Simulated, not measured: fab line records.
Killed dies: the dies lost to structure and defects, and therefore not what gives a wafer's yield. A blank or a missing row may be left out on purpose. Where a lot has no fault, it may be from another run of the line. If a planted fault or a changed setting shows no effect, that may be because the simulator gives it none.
fab line records	flow sky130
record: lots: 11	wafers: 33	last_day: 50
route steps=708 shown FIELD_ISO@1 PWDE@54 NWELL@78 PAD_OPEN@708
lots untouched by any fault: they come from a run of this same line in which no faults occurred
start_h: start of the lot's first displayed wafer, in hours after the record's first day	wait_h: time in hours since the lot's previous step	" as in the row above	L1.1+2: several wafers, shown together as one row	- no value present, or no start provided	* or withheld: withheld	< > ~ a bound
route shown NAME@n: NAME is a module with steps in the file, n the number in the route of the first one	usual: mean/standard deviation of fault-free wafers	same: alike in all rows	chamber/n: place in a boat	sites: per-site readings	_std_site: the values' standard deviation	_edge_site: inner sites' mean taken away from outer sites' mean	radius_mm: how far each site lies from the wafer's centre	mask NAME#n: copy n	behind: the tool/chamber that last shaped the wafer	hold: why the lot went on hold/how many hours it stayed there/how the hold came to an end	device: which transistor (n, p or np) failed to switch	end of line: at the end of the route, the tests of the same wafers	a step without rows: its recipe alone	killed: at the first sort, the dies lost to defects and structure; wafer yield is something else	map: dies across one wafer; x = killed, . = not, _ = none there
set.NAME: the setting that was run; set.NAME@STEP: the one run at that earlier step	model.NAME: the simulator's own value behind a step, which no gauge read
one table for each step of the route and one row for each wafer, over a sample of lots
services: when a tool's chamber went out of use (start_h, in hours from the record's first day, below 0 if earlier), for how many hours, and the reason
== steps ==
step: SKY_FIELD_ISO_BOW_MEAS_00
recipe: mode: bow
usual: INCOMING_BOW: 0/6.5
lot.wafer	tool	chamber	start_h	wait_h	INCOMING_BOW[um]
L559.3	film_metro-02	-	15.04	-	-2
L559.5	"	-	"	"	3
L559.6	"	-	"	"	-5
L560.1	film_metro-02	-	20.00	-	0
L560.2	"	-	"	"	7
L560.3	"	-	"	"	1
L561.1	film_metro-03	-	25.00	-	5
L561.3	"	-	"	"	-4
L561.6	"	-	"	"	7
L563.1	film_metro-03	-	35.00	-	6
L563.4	"	-	"	"	-2
L563.6	"	-	"	"	5
L572.3	film_metro-01	-	80.04	-	15
L572.5	"	-	"	"	-1
L572.6	"	-	"	"	-2
L573.1	film_metro-01	-	85.00	-	17
L573.3	"	-	"	"	3
L573.6	"	-	"	"	6
L574.1	film_metro-03	-	90.00	-	4
L574.3	"	-	"	"	-1
L574.4	"	-	"	"	5
L576.4	film_metro-01	-	100.06	-	0
L576.5	"	-	"	"	-4
L576.6	"	-	"	"	-13
L578.3	film_metro-02	-	110.04	-	0
L578.4	"	-	"	"	-10
L578.5	"	-	"	"	-1
L579.1	film_metro-02	-	115.00	-	-10
L579.2	"	-	"	"	-9
L579.5	"	-	"	"	7
L580.1	film_metro-03	-	120.00	-	4
L580.3	"	-	"	"	-1
L580.4	"	-	"	"	1
step: SKY_FIELD_ISO_OXIDATION_22
recipe: temp_c: 950	ambient: O2	stabilise_s: 600	purge_s: 300	target_thk_a: 100	ox_time_s: 623
usual: spike_tc_bottom_C: 964.8/1.2	spike_tc_centre_C: 951.1/1.1	spike_tc_lower_C: 950.7/1.1	spike_tc_top_C: 960.3/1.7	spike_tc_upper_C: 950.7/1.8	tube_center_temp_C: 950/0.093	tube_center_temp_C_max: 952.5/0.42	zone_power_centre_pct: 22.2/0.64	zone_power_lower_pct: 19.1/0.74
lot.wafer	tool	chamber	start_h	wait_h	spike_tc_bottom_C	spike_tc_centre_C	spike_tc_lower_C	spike_tc_top_C	spike_tc_upper_C	tube_center_temp_C	tube_center_temp_C_max	zone_power_centre_pct	zone_power_lower_pct
L559.3	furnace-01	0	36.05	1.4	962.9	951.5	950.7	958.7	947.5	950.07	952.5	20.9	17.6
L559.5	"	0	"	"	964.4	950.4	951.0	956.9	947.6	950.05	952.1	20.8	17.8
L559.6	"	0	"	"	962.1	949.5	951.2	957.9	947.9	950	953.2	21.1	17.6
L560.1	furnace-01	0	43.27	3.4	915.4	903.1	902.3	910.3	900.3	902.86	905.3	18.8	15.6
L560.2	"	0	"	"	916.3	902.9	904.8	911.3	900.0	902.88	906.0	18.6	15.6
L560.3	"	0	"	"	915.4	904.4	902.8	912.0	900.9	902.89	905.3	18.8	15.8
L561.1	furnace-01	0	45.84	2.2	916.7	901.2	904.0	910.1	899.6	902.84	904.8	18.9	16.0
L561.3	"	0	"	"	916.3	903.1	906.1	911.3	901.6	902.78	905.5	18.8	15.7
L561.6	"	0	"	"	915.8	902.1	902.8	911.2	902.2	902.89	905.1	18.9	15.7
L563.1	furnace-02	0	57.01	0.0	964.6	951.1	950.2	960.9	951.5	950.13	953.1	22.7	19.4
L563.4	"	0	"	"	964.4	952.1	951.0	961.1	952.3	949.99	952.7	22.5	19.4
L563.6	"	0	"	"	963.4	950.0	952.0	962.5	953.7	950.08	952.7	22.4	19.3
L572.3	furnace-02	0	107.06	5.2	963.6	950.7	950.6	961.2	952.7	950.16	952.5	22.5	19.5
L572.5	"	0	"	"	967.3	952.9	951.2	961.5	953.9	950.18	952.1	22.1	19.4
L572.6	"	0	"	"	967.3	951.3	948.4	960.9	950.1	950.03	952.2	22.5	19.4
L573.1	furnace-02	0	116.75	5.6	965.6	951.0	951.7	961.4	950.7	950.25	952.5	22.4	19.6
L573.3	"	0	"	"	964.2	952.9	950.2	961.8	951.2	949.91	952.1	22.8	19.4
L573.6	"	0	"	"	963.9	952.1	952.1	961.3	951.1	950.07	952.0	22.5	19.3
L574.1	furnace-02	0	116.75	5.8	965.5	950.8	949.7	962.9	950.7	949.89	953.6	22.0	19.4
L574.3	"	0	"	"	964.3	950.5	949.7	961.0	952.0	949.88	952.3	22.8	19.4
L574.4	"	0	"	"	965.1	951.1	950.7	958.6	952.7	950.03	952.1	22.5	19.4
L576.4	furnace-02	0	127.74	0.7	965.9	951.6	950.9	961.8	951.6	950.06	952.2	22.3	19.4
L576.5	"	0	"	"	964.2	951.0	952.1	960.0	952.7	949.97	952.8	22.5	19.4
L576.6	"	0	"	"	964.4	950.8	952.5	962.6	950.5	950.11	952.4	22.6	19.6
L578.3	furnace-02	0	139.00	2.1	966.2	951.3	949.9	960.2	950.5	949.97	952.1	22.3	19.4
L578.4	"	0	"	"	965.3	950.9	949.6	960.8	954.0	949.93	952.7	22.6	19.2
L578.5	"	0	"	"	965.0	952.7	950.7	959.7	951.3	950.08	953.1	22.9	19.7
L579.1	furnace-02	0	139.00	1.9	965.9	950.9	950.9	960.4	952.0	949.88	952.1	22.7	19.2
L579.2	"	0	"	"	965.8	950.8	949.3	961.5	951.0	950.1	952.3	22.6	19.2
L579.5	"	0	"	"	964.9	952.3	953.1	962.6	950.8	949.96	952.3	22.3	19.2
L580.1	furnace-01	0	149.60	0.0	961.4	949.7	950.2	957.5	947.5	950.07	952.7	20.9	17.7
L580.3	"	0	"	"	961.8	950.0	950.4	956.1	946.4	949.98	952.8	21.0	17.9
L580.4	"	0	"	"	962.8	951.7	952.0	959.6	949.5	950	952.2	20.9	17.6
step: SKY_FIELD_ISO_THK_MEAS_23
recipe: reads: SiO2_of_FIELD_ISO_OXIDATION_22
usual: FIELD_ISO_OXIDATION_01_THK: 10.08/0.18
lot.wafer	tool	chamber	start_h	wait_h	FIELD_ISO_OXIDATION_01_THK[nm]
L559.3	film_metro-03	-	37.24	0.0	10.24
L559.5	"	-	"	"	10.02
L559.6	"	-	"	"	10.14
L560.1	film_metro-03	-	44.45	0.0	5.71
L560.2	"	-	"	"	5.64
L560.3	"	-	"	"	5.76
L561.1	film_metro-03	-	47.01	0.0	5.93
L561.3	"	-	"	"	5.96
L561.6	"	-	"	"	6.09
L563.1	film_metro-02	-	58.18	0.0	9.93
L563.4	"	-	"	"	9.94
L563.6	"	-	"	"	10.00
L572.3	film_metro-02	-	108.25	0.0	9.82
L572.5	"	-	"	"	9.79
L572.6	"	-	"	"	9.78
L573.1	film_metro-02	-	117.92	0.0	10.42
L573.3	"	-	"	"	10.59
L573.6	"	-	"	"	10.40
L574.1	film_metro-01	-	117.92	0.0	10.01
L574.3	"	-	"	"	10.06
L574.4	"	-	"	"	10.03
L576.4	film_metro-02	-	128.94	0.0	10.04
L576.5	"	-	"	"	10.14
L576.6	"	-	"	"	10.14
L578.3	film_metro-02	-	140.19	0.0	10.19
L578.4	"	-	"	"	10.05
L578.5	"	-	"	"	10.13
L579.1	film_metro-03	-	140.20	0.0	9.82
L579.2	"	-	"	"	10.13
L579.5	"	-	"	"	10.07
L580.1	film_metro-03	-	150.77	0.0	9.76
L580.3	"	-	"	"	9.93
L580.4	"	-	"	"	9.58
step: SKY_PWDE_STRIP_09
recipe: chemistry: O2/N2	power_w: 1400	pressure_mtorr: 1500	platen_temp_c: withheld	o2_flow_sccm: 3000	n2_flow_sccm: 300	overash_fraction: 0.5
usual: drypump_motor_current_A: 5.4/0.37	oes_product_au: 0.723/0.0044	strip_time_to_endpoint_s: 36.92/0.11
same: overash_fraction: 0.5
lot.wafer	tool	chamber	start_h	wait_h	drypump_motor_current_A	oes_product_au	rf_hours_counter_h	strip_time_to_endpoint_s
L559.3	plasma_asher-01	0	77.56	0.1	5.3	0.725	-	37.01
L559.5	"	0	"	"	5.4	0.725	-	37.10
L559.6	"	1	"	"	5.7	0.721	-	37.09
L560.1	plasma_asher-01	1	84.99	0.1	5.7	0.724	38	36.92
L560.2	"	0	"	"	5.3	0.718	38	36.90
L560.3	"	0	"	"	5.4	0.727	-	36.84
L561.1	plasma_asher-01	0	87.99	0.1	5.4	0.722	39	36.81
L561.3	"	0	"	"	5.4	0.727	-	36.80
L561.6	"	1	"	"	5.7	0.723	-	36.91
L563.1	plasma_asher-04	0	95.36	0.1	6.3	0.724	42	36.84
L563.4	"	1	"	"	5.0	0.716	-	37.01
L563.6	"	1	"	"	5.0	0.721	-	36.91
L572.3	plasma_asher-03	1	157.07	0.1	5.4	0.726	-	36.73
L572.5	"	0	"	"	5.0	0.723	-	36.77
L572.6	"	1	"	"	5.4	0.719	-	36.73
L574.1	plasma_asher-03	1	168.67	0.1	5.3	0.720	35	36.96
L574.3	"	1	"	"	5.4	0.720	-	36.99
L574.4	"	0	"	"	5.0	0.714	-	37.01
L573.1	plasma_asher-04	0	169.02	0.1	6.2	0.728	49	36.85
L573.3	"	1	"	"	5.0	0.725	-	36.96
L573.6	"	0	"	"	6.2	0.720	-	36.97
L576.4	plasma_asher-03	1	176.26	0.1	5.4	0.725	-	36.98
L576.5	"	0	"	"	5.0	0.724	-	36.99
L576.6	"	1	"	"	5.3	0.725	-	37.04
L578.3	plasma_asher-01	0	187.96	0.1	5.4	0.727	-	36.95
L578.4	"	1	"	"	5.7	0.730	-	36.89
L578.5	"	0	"	"	5.4	0.714	-	36.99
L579.1	plasma_asher-04	0	188.27	0.1	6.3	0.722	51	36.95
L579.2	"	1	"	"	5.0	0.722	51	36.87
L579.5	"	0	"	"	6.2	0.725	-	36.93
L580.1	plasma_asher-03	0	196.77	0.1	5.0	0.723	38	37.09
L580.3	"	0	"	"	5.0	0.722	-	37.07
L580.4	"	1	"	"	5.4	0.721	-	37.08
step: SKY_NWELL_STRIP_25
recipe: chemistry: O2/N2	power_w: 1400	pressure_mtorr: 1500	platen_temp_c: withheld	o2_flow_sccm: 3000	n2_flow_sccm: 300	overash_fraction: 0.5
usual: drypump_motor_current_A: 5.40/0.23	oes_product_au: 0.723/0.0047	strip_time_to_endpoint_s: 36.95/0.12
same: overash_fraction: 0.5
lot.wafer	tool	chamber	start_h	wait_h	drypump_motor_current_A	oes_product_au	rf_hours_counter_h	strip_time_to_endpoint_s
L559.3	plasma_asher-03	1	110.19	0.1	5.35	0.730	-	36.99
L559.5	"	1	"	"	5.36	0.730	-	36.88
L559.6	"	0	"	"	5.00	0.711	-	36.91
L560.1	plasma_asher-03	0	119.15	0.1	5.02	0.725	30	36.77
L560.2	"	1	"	"	5.37	0.732	30	36.89
L560.3	"	0	"	"	5.04	0.721	-	36.86
L561.1	plasma_asher-02	1	121.94	0.1	5.43	0.727	45	37.09
L561.3	"	1	"	"	5.42	0.725	-	37.11
L561.6	"	1	"	"	5.43	0.724	-	37.05
L563.1	plasma_asher-02	0	129.94	0.1	5.71	0.725	46	37.09
L563.4	"	1	"	"	5.41	0.727	-	37.06
L563.6	"	0	"	"	5.74	0.722	-	37.04
L572.3	plasma_asher-03	1	198.28	0.1	5.41	0.719	-	36.98
L572.5	"	1	"	"	5.38	0.731	-	37.06
L572.6	"	0	"	"	5.05	0.725	-	37.13
L574.1	plasma_asher-03	0	210.65	0.1	5.02	0.720	39	36.87
L574.3	"	1	"	"	5.35	0.722	-	36.90
L574.4	"	0	"	"	5.05	0.725	-	36.81
L573.1	plasma_asher-02	1	211.00	0.1	5.43	0.725	54	36.89
L573.3	"	0	"	"	5.68	0.730	-	36.93
L573.6	"	0	"	"	5.66	0.723	-	36.88
L576.4	plasma_asher-03	1	219.09	0.1	5.37	0.733	-	36.85
L576.5	"	0	"	"	5.01	0.728	-	36.97
L576.6	"	1	"	"	5.37	0.727	-	36.89
L578.3	plasma_asher-02	0	231.72	0.1	5.73	0.721	-	36.90
L578.4	"	1	"	"	5.41	0.731	-	36.87
L578.5	"	1	"	"	5.43	0.723	-	36.85
L579.1	plasma_asher-03	0	231.90	0.1	5.02	0.719	41	36.88
L579.2	"	1	"	"	5.41	0.723	41	36.94
L579.5	"	1	"	"	5.38	0.719	-	36.86
L580.1	plasma_asher-03	1	241.50	0.1	5.39	0.724	42	36.86
L580.3	"	0	"	"	5.03	0.722	-	36.85
L580.4	"	1	"	"	5.38	0.726	-	36.92
step: SKY_PAD_OPEN_PROBE_99
usual: killed_at_M0_to_M3: 44/6.4	killed_at_M4_up: 3.6/2.1	killed_at_contacts: 23/5.1	killed_at_front_end: 15/4.3	killed_at_other: 0.3/0.56	killed_dies: 86/9	killed_open: 47/6.4	killed_short: 39/5.8
same: gross_dies: 492	killed_at_back_side: 0
lot.wafer	tool	chamber	start_h	wait_h	killed_at_M0_to_M3	killed_at_M4_up	killed_at_contacts	killed_at_front_end	killed_at_other	killed_dies	killed_open	killed_short
L574.1	prober-01	-	1168.40	0.1	41	1	16	18	0	76	51	25
L574.3	prober-01	-	1168.50	0.2	47	4	20	19	0	90	43	47
L574.4	prober-01	-	1168.55	0.2	47	0	32	19	0	98	58	40
killed by level:class
L574.1 VIA1:geometric_particle:open=12 CONTACT:geometric_particle:open=10 POLY_GATE:geometric_particle:open=7 FIELD_ISO:geometric_particle:open=5 METAL1:geometric_particle:short=5 LI_CONTACT:geometric_particle:open=4 VIA3:geometric_particle:short=4 VIA2:geometric_particle:open=3
L574.3 VIA1:geometric_particle:open=9 METAL1:geometric_particle:short=8 LI_CONTACT:geometric_particle:open=6 METAL2:geometric_particle:short=6 VIA2:geometric_particle:open=6 FIELD_ISO:geometric_particle:open=5 POLY_GATE:geometric_particle:short=5 LI_CONTACT:geometric_particle:short=5
L574.4 CONTACT:geometric_particle:open=13 VIA1:geometric_particle:open=10 LI_CONTACT:geometric_particle:open=8 VIA2:geometric_particle:open=8 FIELD_ISO:geometric_particle:short=6 METAL2:geometric_particle:short=6 POLY_GATE:geometric_particle:open=5 METAL1:geometric_particle:short=5
== services ==
tool	chamber	start_h	hours	kind
furnace-02	-	35.31	3.3	pm
furnace-01	-	64.46	63.6	pm
plasma_asher-04	-	80.81	2.8	pm
plasma_asher-04	-	88.59	0.4	repair
plasma_asher-01	-	108.75	9.0	pm
plasma_asher-01	0	108.75	9.7	vent_cycle
plasma_asher-01	1	108.75	9.7	vent_cycle
plasma_asher-01	-	114.63	3.8	repair
plasma_asher-01	0	117.75	-	clean
plasma_asher-01	1	117.75	-	clean
furnace-01	-	128.11	3.7	pm
furnace-02	-	133.25	2.8	pm
furnace-02	-	167.06	3.0	pm
furnace-01	-	174.11	3.9	pm
furnace-01	-	229.37	6.4	pm
plasma_asher-02	-	229.67	0.4	repair
plasma_asher-01	-	239.68	2.9	repair
== key ==
first_sign: step: SKY_FIELD_ISO_OXIDATION_22	reading: tube_center_temp_C	direction: down	sigmas: 99+	usual: *	struck: *
effect: step: SKY_FIELD_ISO_OXIDATION_22	reading: tube_center_temp_C_max	direction: down	sigmas: 99+	usual: *	struck: *
effect: step: SKY_FIELD_ISO_THK_MEAS_23	reading: FIELD_ISO_OXIDATION_01_THK	direction: down	sigmas: 24	usual: 10.08	struck: 5.85
met_at SKY_FIELD_ISO_OXIDATION_22
struck_lots L560,L561
tester_left_out L560,L561
not_acting_at SKY_FIELD_ISO_BOW_MEAS_00,SKY_PWDE_STRIP_09,SKY_NWELL_STRIP_25
onset_between 36.05 43.27
fault: kind: process_parameter_drift	tool: furnace-01	chamber: -	onset_h: 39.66	steps: SKY_FIELD_ISO_OXIDATION_22	channel: temp_c	offset: *	shape: step	end_h: 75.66	acts_in: *	stated: *
tester_left_out: of these lots the tester's yield and bins aren't shown, on N5 and GAA mostly nor the transistor test; their killed dies are dies lost to structure and defects alone, not to doping, threshold or leakage, so they don't give the yield
